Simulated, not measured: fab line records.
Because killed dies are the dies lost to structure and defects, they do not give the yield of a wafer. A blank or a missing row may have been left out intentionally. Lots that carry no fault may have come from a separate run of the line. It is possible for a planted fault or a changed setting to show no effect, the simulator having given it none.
8D (eight disciplines) problem report, filled in by code	flow gf180mcu	the parts of the form that need people (team, actions taken, sign-off) are left out

1. PROBLEM STATEMENT
Mean of runLengthS at GF_M1_SOFTBAKE_10: 92.61 s across 6 wafers in 2 lots; on wafers with no fault it is 89.19 s (standard deviation 0.23). That puts it +15 standard deviations away from the usual mean.
The step: time 60 s.
First observed at day 22 12:26: wafer L746.3, on lithoTrack-01. Wafers with a number at this step in the record: 39, from 13 lots. The rule behind "out" and "out of limits": a value lying over 4 standard deviations away from the usual mean. All remaining wafers that have a number are taken as sound.

2. WHAT IT IS, AND WHAT IT ISN'T
question	is	is not
which readings at this step	runLengthS	chillPlateTempC
which lots	L746, L747	L730, L731, L732, L735, L736, L738, L739, L743, L750, L751, L752
which wafers of those lots	all that have a number	-
read on which tools	lithoTrack-01	lithoTrack-03, lithoTrack-04
when	from day 22 12:26	up to then (24 sound wafers); but 9 sound wafers of L750, L751, L752 came after

3. WHAT RULES OUT EACH SUSPECT
Counting: a tool stays on the suspect list if, at a process step up to the reading, it processed all lots that are out and no sound lot following the first of them.
- pvdSputter-02 at GF_CONTACT_SPUTTER_23 (material TiN, target thk 10 nm, time 40 s): ruled out as a lasting fault. The sound lots L750, L751 went through it after L746, its earliest lot that is out (day 21 23:32).
- cmp-02 at GF_CONTACT_CMP_27 (polishes, stops on SiO2, t overpolish 15 s, target thk 0 nm): ruled out as a lasting fault. The sound lots L750, L752 went through it after L746, its earliest lot that is out (day 22 00:04).
- pvdSputter-01 at GF_M1_SPUTTER_02 (material AlCu, target thk 450 nm, time 23.9 s): ruled out as a lasting fault. The sound lots L750, L751 went through it after L746, its earliest lot that is out (day 22 00:21).
- lithoTrack-01 at GF_M1_SOFTBAKE_10 (time 60 s): kept. It ran every lot that is out, first L746 (day 22 12:26), and no sound lot after that; its last sound lot up to then is L736 (day 18 21:20). Its own runLengthS readings are out on those wafers.
The count leaves lithoTrack-01 at GF_M1_SOFTBAKE_10.

4. THE CAUSE (what the simulator had put in)
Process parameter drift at GF_M1_SOFTBAKE_10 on lithoTrack-01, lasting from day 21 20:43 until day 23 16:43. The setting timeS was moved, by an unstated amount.
Only this tool survived the counting.

5. SEQUENCE OF EFFECTS, ordered by route
One row per reading whose mean, taken over the struck wafers that have a number, lies over 3 standard deviations from the usual. Only readings for which the record gives a usual standard deviation are gone through. hours: the time from each lot's start at the first step in this table that gives one to its start at this step, as a median over the lots. sigmas: the change in usual standard deviations.
hours	step	reading	usual	on struck wafers	change	sigmas
0	GF_M1_SOFTBAKE_10	runLengthS	89.19 s	92.61	+3.42	+15
Process steps it contains:
- GF_M1_SOFTBAKE_10: time 60 s.

6. WHAT WOULD HAVE CAUGHT IT SOONER
In this record the first reading out of limits was taken at day 22 12:26, 16 hours after the fault began at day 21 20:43.
